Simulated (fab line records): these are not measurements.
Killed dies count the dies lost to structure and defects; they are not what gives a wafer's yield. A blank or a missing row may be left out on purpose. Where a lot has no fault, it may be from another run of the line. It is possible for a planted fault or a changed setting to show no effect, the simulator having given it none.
A lot that was struck, set against a sound lot / flow sky130 / 35 out of 708 route steps
Sound: the wafers L589.3, L589.5, L589.6. Struck: wafers L602.3, L602.4. (L602.6 of the same lot was not struck and is left out.) The cause comes at the end.
At each step with rows: each side's tool, then ch and its chambers, then its first start. Under that, the readings that differ: sound wafers / struck wafers / difference of the means / sigmas: that difference in standard deviations of wafers without a fault.
alike: same words and numbers on both sides, and readings whose means sit less than 2 such deviations apart. not compared: any withheld reading, any reading some wafer has no value for, any bound like >300 that may hide the same value, and any number with overlapping values for which the record gives no deviation.
Wherever a step has rows on one side only, a row that says differs or no value, or a row with sigmas, the two part there. Numbers that don't overlap but have no deviation are shown without sigmas and don't part them. A reading that every wafer of one side lacks parts them only if that side has two wafers or more.

first, 4 steps without rows for these wafers: SKY_METAL5_SOFTBAKE_10 (time 60 s); SKY_METAL5_EXPOSE_11 (exposes mask MM5, target cd 1600 nm); SKY_METAL5_PEB_12; SKY_METAL5_DEVELOP_13 (develop time 60 s).
SKY_METAL5_DESCUM_14: chemistry O2, time 11 s.
  sound on rie metal-01 ch 0,1, day 44 19:38; struck on rie metal-01 ch 0,1, day 48 11:30
  alike: chamber pressure mTorr, drypump motor current A, oes product au
  not compared: rf hours counter h
SKY_METAL5_METAL_ETCH_15: etches the open film in Cl2/BCl3, stops on SiO2, target depth 1260 nm, time 252 s.
  sound on rie metal-01 ch 0,1, day 44 19:44; struck on rie metal-01 ch 0,1, day 48 11:36
  alike: chamber pressure mTorr, drypump motor current A, oes product au, throttle valve pct
  not compared: rf hours counter h
SKY_METAL5_STRIP_16: strips in O2/N2.
  sound on plasma asher-02 ch 0,1, day 44 19:55; struck on plasma asher-02 ch 0,1, day 48 11:47
reading=chamber pressure mTorr (mTorr); sound=1500.3 1500.4 1501.3; struck=1497.6 1497.7; difference=-3.0; sigmas=-2
  alike: drypump motor current A, oes product au, strip time to endpoint s
  not compared: rf hours counter h
then, 4 steps without rows for these wafers: SKY_METAL5_STRIP_17 (strips in post etch residue remover, time 1200 s); SKY_METAL5_CLEAN_18 (cleans in IPA, time 180 s); SKY_METAL5_CLEAN_19 (cleans in O3/DIW); SKY_PASSIVATION_CVD_00 (deposits SiO2, target thk 90 nm).
SKY_PASSIVATION_THK_MEAS_01:
  sound: film metro-02 at day 44 20:34; struck: film metro-04 at day 48 12:26
  alike: PASSIVATION_CVD_00_THK
SKY_PASSIVATION_CVD_02: deposits Si3N4, target thk 540 nm.
  sound on pecvd-04 ch 1,2, day 44 20:36; struck on pecvd-04 ch 2, day 48 12:29
reading=rf fwd power W (W); sound=451.2 447.9 449.9; struck=522.5 520.6; difference=+71.9; sigmas=+55
reading=model.Si3N4_of_PASSIVATION_CVD_02.thk nm (nm); sound=535.2 538.5 543.8; struck=559.7 566.3; difference=+23.8; sigmas=
  alike: heater power w
SKY_PASSIVATION_THK_MEAS_03:
  sound: film metro-01 at day 44 20:51; struck: film metro-04 at day 48 12:43
reading=PASSIVATION_CVD_02_THK (nm); sound=535 539 544; struck=560 566; difference=+24; sigmas=+4
then, 7 steps without rows for these wafers: SKY_PASSIVATION_DEHYDRATE_04 (time 60 s); SKY_PASSIVATION_HMDS_05 (prime time 60 s); SKY_PASSIVATION_COAT_06 (resist thk 3000 nm); SKY_PASSIVATION_SOFTBAKE_07; SKY_PASSIVATION_EXPOSE_08 (exposes mask NSM, target cd 3000 nm); SKY_PASSIVATION_PEB_09; SKY_PASSIVATION_DEVELOP_10 (develop time 60 s).
SKY_PASSIVATION_ETCH_11: etches the open film in CF4/O2, stops on AlCu, target depth 725 nm, time 161.1 s.
  sound on rie diel-04 ch 0,3, day 45 18:02; struck on rie diel-01 ch 2,3, day 49 05:10
reading=model.etch.depth nm (nm); sound=701.6 706.4 709.4; struck=720.9 723.4; difference=+16.4; sigmas=
reading=model.PASSIVATION.feature depth nm (nm); sound=701.6 706.4 709.4; struck=720.9 723.4; difference=+16.4; sigmas=
  alike: chamber pressure mTorr, drypump motor current A, oes product au, throttle valve pct
  not compared: rf hours counter h
SKY_PASSIVATION_STRIP_12: strips in O2/N2.
  sound on plasma asher-01 ch 0,1, day 45 18:10; struck on plasma asher-01 ch 0,1, day 49 05:19
  alike: chamber pressure mTorr, drypump motor current A, oes product au, strip time to endpoint s
  not compared: rf hours counter h
then, 7 steps without rows for these wafers: SKY_PAD_OPEN_DEHYDRATE_00 (time 60 s); SKY_PAD_OPEN_HMDS_01 (prime time 60 s); SKY_PAD_OPEN_COAT_02 (resist thk 3000 nm); SKY_PAD_OPEN_SOFTBAKE_03; SKY_PAD_OPEN_EXPOSE_04 (exposes mask PDM, target cd 60000 nm); SKY_PAD_OPEN_PEB_05; SKY_PAD_OPEN_DEVELOP_06 (develop time 60 s).
SKY_PAD_OPEN_ETCH_07: etches the open film in CF4/O2, stops on AlCu, target depth 725 nm, time 161.1 s.
  sound on rie diel-03 ch 2,3, day 46 14:12; struck on rie diel-01 ch 0,2, day 49 22:20
reading=model.etch.depth nm (nm); sound=701.6 706.4 709.4; struck=722.2 725.7; difference=+18.2; sigmas=
reading=model.PAD_OPEN.feature depth nm (nm); sound=701.6 706.4 709.4; struck=722.2 725.7; difference=+18.2; sigmas=
  alike: chamber pressure mTorr, drypump motor current A, oes product au, throttle valve pct
  not compared: rf hours counter h
SKY_PAD_OPEN_STRIP_08: strips in O2/N2.
  sound on plasma asher-03 ch 0,1, day 46 14:20; struck on plasma asher-03 ch 0,1, day 49 22:28
  alike: chamber pressure mTorr, drypump motor current A, oes product au, strip time to endpoint s
  not compared: rf hours counter h
SKY_PAD_OPEN_STRIP_09: strips in post etch residue remover, time 1200 s.
  sound on wet bench-01 ch 1, day 46 14:25; struck on wet bench-01 ch 0, day 49 22:32
reading=model.Si3N4_of_PASSIVATION_CVD_02.thk nm (nm); sound=534.8 538.1 543.4; struck=559.3 565.9; difference=+23.8; sigmas=
then, 2 steps without rows for these wafers: SKY_PAD_OPEN_CLEAN_10 (cleans in IPA, time 180 s); SKY_PAD_OPEN_PROBE_99.

## WHERE THEY PART
First at SKY_METAL5_STRIP_16; last, within this record, at SKY_PASSIVATION_THK_MEAS_03. Later steps at which nothing parts them and some readings are alike: SKY_PASSIVATION_ETCH_11, SKY_PASSIVATION_STRIP_12, SKY_PAD_OPEN_ETCH_07, SKY_PAD_OPEN_STRIP_08.

WHY: the cause the simulator had injected
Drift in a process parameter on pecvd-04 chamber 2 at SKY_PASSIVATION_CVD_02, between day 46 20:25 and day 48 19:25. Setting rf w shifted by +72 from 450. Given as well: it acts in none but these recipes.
